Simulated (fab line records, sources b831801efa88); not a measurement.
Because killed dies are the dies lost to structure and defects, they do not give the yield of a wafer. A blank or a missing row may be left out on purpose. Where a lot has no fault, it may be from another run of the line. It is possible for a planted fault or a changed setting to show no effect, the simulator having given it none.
2 desks looking at one fault | flow sky130 | numbers are kept per desk, each desk with only its own; the story behind them comes last

## FOR THE TOOL OWNER'S DESK: rieDiel-02
The tool's own readings at SKY_SONOS_ONO_ETCH_15 (etches the open film in CHF3/O2, target depth 19.52 nm, time 7.8 s): means of the sampled wafers that have a number, for each lot that ran on this tool. A lot is out of limits, marked OUT, if its mean lies more than 4 standard deviations from the usual mean; the brackets give that distance.
Columns: A = biasW at SKY_SONOS_ONO_ETCH_15, usual 200.0 W; B = drypumpMotorCurrentA at SKY_SONOS_ONO_ETCH_15, usual 5.9 A; C = oesProductAu at SKY_SONOS_ONO_ETCH_15, usual 1.000 a.u.; D = throttleValvePct at SKY_SONOS_ONO_ETCH_15, usual 8.826 %
lot  | first seen here | A               | B   | C     | D
L522 | day 12 21:42    | 199.4           | 5.7 | 1.002 | 8.817
L526 | day 14 07:59    | 199.8           | 5.9 | 0.992 | 8.828
L532 | day 16 06:32    | 200.0           | 5.7 | 1.006 | 8.827
L534 | day 17 04:36    | 200.2           | 6.1 | 0.994 | 8.823
L543 | day 20 04:42    | 214.6 (+26) OUT | 5.6 | 0.995 | 8.827
This desk finds L543 out of limits, L543 being first, at day 20 04:42 (biasW at SKY_SONOS_ONO_ETCH_15). In limits: L522, L526, L532, L534.

## AT THE METROLOGY DESK
Means of the sampled wafers that have a number, per lot and without regard to the tool the lot ran on: this is what the gauges read. A lot is out of limits, marked OUT, if its mean lies more than 4 standard deviations from the usual mean; the brackets give that distance.
Columns: A = VT_ADJUST_LVTN_TW at SKY_VT_ADJUST_LVTN_TW_MEAS_10, usual 240; B = VT_ADJUST_LVTN_2_TW at SKY_VT_ADJUST_LVTN_TW_MEAS_21, usual 187.2; C = cdNm at SKY_VT_ADJUST_HVTR_CD_MEAS_07, usual 380.3 nm
lot  | first seen here | A   | B     | C
L522 | day 7 04:02     | 237 | 184.4 | 383.5
L523 | day 7 07:22     | 239 | 187.5 | 383.1
L524 | day 7 14:20     | 244 | 186.8 | 378.4
L525 | day 7 18:11     | 236 | 187.0 | 378.0
L526 | day 8 06:17     | 244 | 187.3 | 379.8
L529 | day 9 00:26     | 245 | 183.9 | 375.5
L530 | day 9 09:02     | 240 | 185.0 | 379.0
L531 | day 9 20:08     | 236 | 185.6 | 378.3
L532 | day 9 20:29     | 236 | 186.7 | 382.1
L533 | day 10 06:02    | 238 | 184.1 | 378.3
L534 | day 10 09:56    | 239 | 190.1 | 378.7
L543 | day 12 22:12    | 237 | 189.2 | 385.5
L544 | day 13 05:05    | 241 | 188.2 | 376.6
This desk's finding: nothing out of limits on any of the 13 lots.

## BROUGHT TOGETHER
On L543, at day 20 04:42, an alarm was possible from the tool owner's desk.
Metrology desk: nothing out of limits seen.
The metrology desk has L543 on record, within its limits.
Of the lots named, all ran SKY_SONOS_ONO_ETCH_15 on rieDiel-02.

## WHAT HAD BEEN PUT IN BY THE SIMULATOR
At SKY_SONOS_ONO_ETCH_15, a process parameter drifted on rieDiel-02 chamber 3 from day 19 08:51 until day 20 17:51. From 200, the setting biasW moved by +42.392. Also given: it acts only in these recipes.
Struck lots among those shown: L543.
Time in hours from fault onset to the first out-of-limits reading at each desk: the tool owner's desk, 20.
